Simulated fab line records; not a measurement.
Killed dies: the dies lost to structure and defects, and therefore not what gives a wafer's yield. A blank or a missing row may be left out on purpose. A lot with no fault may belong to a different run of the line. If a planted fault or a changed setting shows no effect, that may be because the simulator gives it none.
Comparing a struck lot with a sound one / flow sky130 / 26 out of 708 route steps
Sound: wafers L638.1, L638.3, L638.5. Wafers struck: L633.1, L633.4, L633.6. The cause comes at the end.
Order at every step that has rows: each side's tool, ch and its chambers, its first start. Under that, the readings that differ: sound wafers / struck wafers / difference of the means / sigmas: that difference in standard deviations of wafers without a fault.
alike: readings whose means differ by less than 2 such deviations, and words and numbers that are the same on both sides. not compared: withheld readings, readings that some wafer has no value for, bounds like >300 that may hide the same value, and numbers for which the record gives no deviation and whose values overlap.
Wherever a step has rows on one side only, a row that says differs or no value, or a row with sigmas, the two part there. Non-overlapping numbers with no deviation appear without sigmas and do not part them. A reading that every wafer of one side lacks parts them only if that side has two wafers or more.

first, 6 steps without rows for these wafers: SKY_SD_N_IMPLANT_10; SKY_SD_N_STRIP_11 (strips in O2/N2); SKY_SD_N_CLEAN_13 (cleans in SC1/SC2, time 150 s); SKY_SD_N_RTA_14 (time 2 s); SKY_SALICIDE_CLEAN_00 (cleans in HF-last, time 30 s); SKY_LI_CONTACT_HDPCVD_00 (deposits PSG, target thk 930 nm, time 155 s).
SKY_LI_CONTACT_CMP_02: polishes PSG.
  sound on cmp-01 ch 0,1,3, day 34 15:09; struck on cmp-01 ch 0,1,3, day 33 00:39
  no value came back on the struck wafers for any of 5 readings (edge-zone-pressure-frac, head-pressure-psi (psi) and others); on the sound wafers edge-zone-pressure-frac reads 0.996 1.002 1.006
reading=model.PSG_of_LI_CONTACT_HDPCVD_00.thk-nm (nm); sound=597.7 596.1 596.8; struck=932.7 930.5 918.6; difference=+330.4; sigmas=
SKY_LI_CONTACT_BOW_MEAS_03:
  sound on film-metro-04 at day 34 15:27; struck on film-metro-04 at day 33 00:54
reading=LI_CONTACT_BOW (um); sound=49 54 51; struck=70 85 78; difference=+26; sigmas=+4
then, 9 steps without rows for these wafers: SKY_LI_CONTACT_DEHYDRATE_04 (time 60 s); SKY_LI_CONTACT_HMDS_05 (prime time 60 s); SKY_LI_CONTACT_COAT_06 (resist thk 60 nm); SKY_LI_CONTACT_COAT_07 (resist thk 450 nm); SKY_LI_CONTACT_SOFTBAKE_08 (time 90 s); SKY_LI_CONTACT_EXPOSE_09 (exposes mask LICM1, target cd 170 nm); SKY_LI_CONTACT_PEB_10; SKY_LI_CONTACT_DEVELOP_11 (develop time 60 s); SKY_LI_CONTACT_ETCH_14 (etches BARC in N2/H2, stops on SiO2, time 45.9 s, target depth 60 nm).
SKY_LI_CONTACT_ETCH_15: etches PSG in C4F8/O2/Ar, stops on Si, target depth 600 nm.
  sound on rie-diel-01 ch 0,1, day 35 18:58; struck on rie-diel-04 ch 1,2,3, day 34 04:04
reading=oes-product-au (a.u.); sound=0.833 0.841 0.836; struck=1.640 1.629 1.633; difference=+0.797; sigmas=+99 or more
reading=model.etch.depth-nm (nm); sound=597.7 596.1 596.8; struck=820.5 807.4 810.5; difference=+215.9; sigmas=
reading=model.LI_CONTACT.feature-depth-nm (nm); sound=597.7 596.1 596.8; struck=820.5 807.4 810.5; difference=+215.9; sigmas=
  alike: rf-fwd-power-W
then, 6 steps without rows for these wafers: SKY_LI_CONTACT_STRIP_16 (strips in O2/N2); SKY_LI_CONTACT_CLEAN_17 (cleans in NMP, time 600 s); SKY_LI_CONTACT_PRE_CLEAN_18 (time 5.6 s); SKY_LI_CONTACT_SPUTTER_19 (material Ti, target thk 20 nm, time 106.37 s); SKY_LI_CONTACT_SPUTTER_20 (material TiN, target thk 20 nm, time 80 s); SKY_LI_CONTACT_CVD_21 (deposits W, target thk 400 nm, time 120.56 s).
SKY_LI_CONTACT_CMP_24: polishes, stops on PSG, t overpolish 20 s, target thk 0 nm.
  sound on cmp-02 ch 0,2,3, day 35 19:51; struck on cmp-01 ch 0,1,3, day 34 04:59
reading=model.PSG_of_LI_CONTACT_HDPCVD_00.thk-nm (nm); sound=588.2 586.6 587.3; struck=923.2 921.1 909.1; difference=+330.4; sigmas=
  alike: edge-zone-pressure-frac, head-pressure-psi, motor-current-A, platen-rpm
-- a jump in the record: the struck wafers' starts before and after are 15 days apart (it breaks off in module LI_CONTACT and resumes in module PAD_OPEN, where the first step shown is number 708 of the route) --
SKY_PAD_OPEN_PROBE_99:
  sound on prober-02 at day 50 17:59; struck on prober-01 at day 49 14:26
reading=killed-at-contacts; sound=22 25 34; struck=432 421 439; difference=+404; sigmas=+75
reading=killed-dies; sound=85 88 86; struck=492 492 492; difference=+406; sigmas=+47
reading=killed-on-rim; sound=14 17 18; struck=96 96 96; difference=+80; sigmas=+23
  alike: killed_at_M0_to_M3, killed_at_M4_up, killed-at-front-end, killed-at-other, killed-open, killed-short

== WHERE THEY PART ==
Earliest at SKY_LI_CONTACT_CMP_02; latest, in this record, at SKY_PAD_OPEN_PROBE_99.

WHY: what the simulator had put in
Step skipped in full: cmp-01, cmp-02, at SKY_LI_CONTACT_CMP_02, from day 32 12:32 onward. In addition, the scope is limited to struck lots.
